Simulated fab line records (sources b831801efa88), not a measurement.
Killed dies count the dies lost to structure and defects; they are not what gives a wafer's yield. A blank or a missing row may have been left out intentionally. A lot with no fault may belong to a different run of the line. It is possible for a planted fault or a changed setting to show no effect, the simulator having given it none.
What tool caused it?    flow gf180mcu    12 lots, 36 wafers sampled, at 6 steps of a route of 602

## WHAT EACH GAUGE READ, for each wafer
GF_MVSD_TW_MEAS_11.
lot   measured     on             MVSD_TW
L391  day 4 15:43  film-metro-01  1558 1551 1562
L392  day 4 23:41  film-metro-03  1569 1572 1571
L394  day 5 13:29  film-metro-03  1297 1296 1299
L396  day 5 22:46  film-metro-03  1289 1294 1292
L399  day 6 15:25  film-metro-03  1567 1580 1574
L403  day 7 13:29  film-metro-01  1549 1552 1548
L404  day 7 17:19  film-metro-01  1544 1547 1546
L405  day 8 00:53  film-metro-03  1581 1576 1582
L406  day 8 07:53  film-metro-02  1565 1562 1553
L409  day 9 00:19  film-metro-03  1570 1573 1576
L411  day 9 13:48  film-metro-03  1575 1567 1578
L413  day 9 23:56  film-metro-03  1576 1575 1579

GF_VT_IMPLANT_TW_MEAS_32.
lot   measured      on             VT_IMPLANT_3_TW
L391  day 7 01:20   film-metro-03  268 265 266
L392  day 7 11:51   film-metro-01  263 263 262
L394  day 8 03:56   film-metro-04  270 270 271
L396  day 8 14:51   film-metro-04  271 271 271
L399  day 9 08:41   film-metro-03  268 269 267
L403  day 10 09:37  film-metro-01  263 264 263
L404  day 10 15:16  film-metro-01  262 265 263
L405  day 10 21:41  film-metro-01  264 263 264
L406  day 11 06:24  film-metro-04  272 273 270
L409  day 12 02:32  film-metro-01  262 261 262
L411  day 12 14:44  film-metro-03  268 269 268
L413  day 13 03:26  film-metro-04  272 273 270

GF_VT_IMPLANT_RS_MEAS_46: measures by four-point-probe.
lot   measured      on             MVSD_RS (ohm/sq)
L391  day 7 17:06   film-metro-02  455.4 455.0 456.4
L392  day 8 03:52   film-metro-01  457.0 456.8 456.5
L394  day 8 20:58   film-metro-02  660.7 660.3 656.0
L396  day 9 07:43   film-metro-01  659.3 653.5 656.8
L399  day 10 02:42  film-metro-03  457.3 455.5 457.8
L403  day 11 03:44  film-metro-03  457.6 457.1 456.1
L404  day 11 09:47  film-metro-01  457.3 459.5 458.3
L405  day 11 16:47  film-metro-01  457.4 457.0 456.3
L406  day 12 01:10  film-metro-01  457.7 457.5 457.8
L409  day 12 21:50  film-metro-01  458.0 458.2 459.3
L411  day 13 11:23  film-metro-03  457.6 457.8 457.6
L413  day 13 23:42  film-metro-02  455.5 456.7 456.0

## WHICH TOOL RAN EACH LOT (tool, then ch and the chambers of the sampled wafers, then the start)
lot   GF_MVSD_IMPLANT_08              GF_VT_IMPLANT_STRIP_31                GF_VT_IMPLANT_STRIP_42
L391  implanter-03 ch 0, day 4 15:19  plasma-asher-02 ch 0, day 7 01:14     plasma-asher-02 ch 0,1, day 7 16:47
L392  implanter-03 ch 0, day 4 23:19  plasma-asher-02 ch 0,1, day 7 11:46   plasma-asher-01 ch 0,1, day 8 03:33
L394  implanter-03 ch 0, day 5 13:05  plasma-asher-04 ch 0,1, day 8 03:49   plasma-asher-02 ch 0,1, day 8 20:38
L396  implanter-03 ch 0, day 5 22:23  plasma-asher-02 ch 0,1, day 8 14:44   plasma-asher-01 ch 1, day 9 07:20
L399  implanter-01 ch 0, day 6 15:01  plasma-asher-04 ch 0,1, day 9 08:35   plasma-asher-01 ch 0,1, day 10 02:23
L403  implanter-01 ch 0, day 7 13:07  plasma-asher-02 ch 0,1, day 10 09:31  plasma-asher-01 ch 0,1, day 11 03:25
L404  implanter-01 ch 0, day 7 16:55  plasma-asher-01 ch 0,1, day 10 15:10  plasma-asher-02 ch 0,1, day 11 09:29
L405  implanter-01 ch 0, day 8 00:29  plasma-asher-04 ch 0,1, day 10 21:35  plasma-asher-04 ch 0,1, day 11 16:29
L406  implanter-01 ch 0, day 8 07:31  plasma-asher-01 ch 0,1, day 11 06:19  plasma-asher-01 ch 0,1, day 12 00:51
L409  implanter-03 ch 0, day 8 23:55  plasma-asher-01 ch 0, day 12 02:26    plasma-asher-01 ch 0,1, day 12 21:32
L411  implanter-01 ch 0, day 9 13:24  plasma-asher-01 ch 0,1, day 12 14:38  plasma-asher-02 ch 0,1, day 13 11:05
L413  implanter-04 ch 0, day 9 23:33  plasma-asher-02 ch 0,1, day 13 03:19  plasma-asher-01 ch 0,1, day 13 23:22
- GF_MVSD_IMPLANT_08
- GF_VT_IMPLANT_STRIP_31: strips in O2/N2.
- GF_VT_IMPLANT_STRIP_42: strips in O2/N2.

## AS READ BY THE TOOLS THEMSELVES (means over the sampled wafers that have a number; for cases with no such wafer, the mark the record gives instead)
GF_MVSD_IMPLANT_08.
lot   tool          dose-ions-cm2  faraday-current-uA
L391  implanter-03  1.6e+13        92.0
L392  implanter-03  1.6e+13        88.7
L394  implanter-03  7.7e+12        43.0
L396  implanter-03  7.6e+12        43.8
L399  implanter-01  1.6e+13        89.8
L403  implanter-01  1.6e+13        89.8
L404  implanter-01  1.6e+13        90.7
L405  implanter-01  1.6e+13        88.9
L406  implanter-01  1.6e+13        90.7
L409  implanter-03  1.6e+13        90.3
L411  implanter-01  1.6e+13        90.3
L413  implanter-04  1.6e+13        91.7

GF_VT_IMPLANT_STRIP_31.
lot   tool             drypump-motor-current-A (A)  heater-power-w (W)  oes-product-au (a.u.)  strip-time-to-endpoint-s (s)
L391  plasma-asher-02  5.8                          306                 0.716                  12.63
L392  plasma-asher-02  6.0                          324                 0.716                  12.67
L394  plasma-asher-04  5.2                          306                 0.716                  12.64
L396  plasma-asher-02  6.2                          335                 0.718                  12.62
L399  plasma-asher-04  5.2                          307                 0.715                  12.68
L403  plasma-asher-02  6.2                          334                 0.716                  12.64
L404  plasma-asher-01  5.7                          334                 0.718                  12.70
L405  plasma-asher-04  5.3                          304                 0.716                  12.69
L406  plasma-asher-01  5.9                          322                 0.720                  12.68
L409  plasma-asher-01  5.6                          349                 0.718                  12.64
L411  plasma-asher-01  5.9                          322                 0.720                  12.63
L413  plasma-asher-02  6.0                          322                 0.716                  12.68

GF_VT_IMPLANT_STRIP_42.
lot   tool             drypump-motor-current-A (A)  heater-power-w (W)  oes-product-au (a.u.)  strip-time-to-endpoint-s (s)
L391  plasma-asher-02  6.0                          324                 0.718                  12.66
L392  plasma-asher-01  5.9                          322                 0.718                  12.61
L394  plasma-asher-02  6.0                          319                 0.720                  12.66
L396  plasma-asher-01  6.1                          310                 0.716                  12.63
L399  plasma-asher-01  5.7                          332                 0.722                  12.64
L403  plasma-asher-01  5.7                          333                 0.718                  12.68
L404  plasma-asher-02  6.2                          336                 0.713                  12.61
L405  plasma-asher-04  5.2                          305                 0.713                  12.65
L406  plasma-asher-01  5.8                          338                 0.714                  12.67
L409  plasma-asher-01  5.8                          338                 0.715                  12.64
L411  plasma-asher-02  6.2                          330                 0.714                  12.64
L413  plasma-asher-01  5.9                          327                 0.715                  12.63

## THE ANSWER, worked out from the rows above alone
Rule: the lots themselves supply what counts as usual. Put in order of their means at a reading, lots are off if they are a third of the lots or fewer, leave a main group of 4 or more, and stand apart from it by a gap of 3 or more times the standard deviation of the main group's means; of several such gaps the widest counts. If all means in a main group match to the digits the tables above print for the reading, that group is not used. Also off: a lot with no number at a reading for which 4 or more lots have one. Where the step has rows for the other lots, those lots are counted as sound. After the gauges, taken in route order, come the tools' own readings; for these a lot's mean is taken, as printed above. At the first step where some lot is off, the reading lying furthest off is the one used; lots without a number count as furthest.
Off: L394, L396, seen at GF_MVSD_TW_MEAS_11 (MVSD_TW). For the main group the mean is 1566 and the standard deviation 11.
If a tool, at a process step before that reading, ran all the lots that are off and no sound lot after the first of them, it fits. Not tried: the gauges at GF_MVSD_TW_MEAS_11; whatever is off there is also off at GF_VT_IMPLANT_RS_MEAS_46, on other tools, and gauge error can't account for it. No candidate that was tried fits.

## WHAT WAS PUT IN BY THE SIMULATOR
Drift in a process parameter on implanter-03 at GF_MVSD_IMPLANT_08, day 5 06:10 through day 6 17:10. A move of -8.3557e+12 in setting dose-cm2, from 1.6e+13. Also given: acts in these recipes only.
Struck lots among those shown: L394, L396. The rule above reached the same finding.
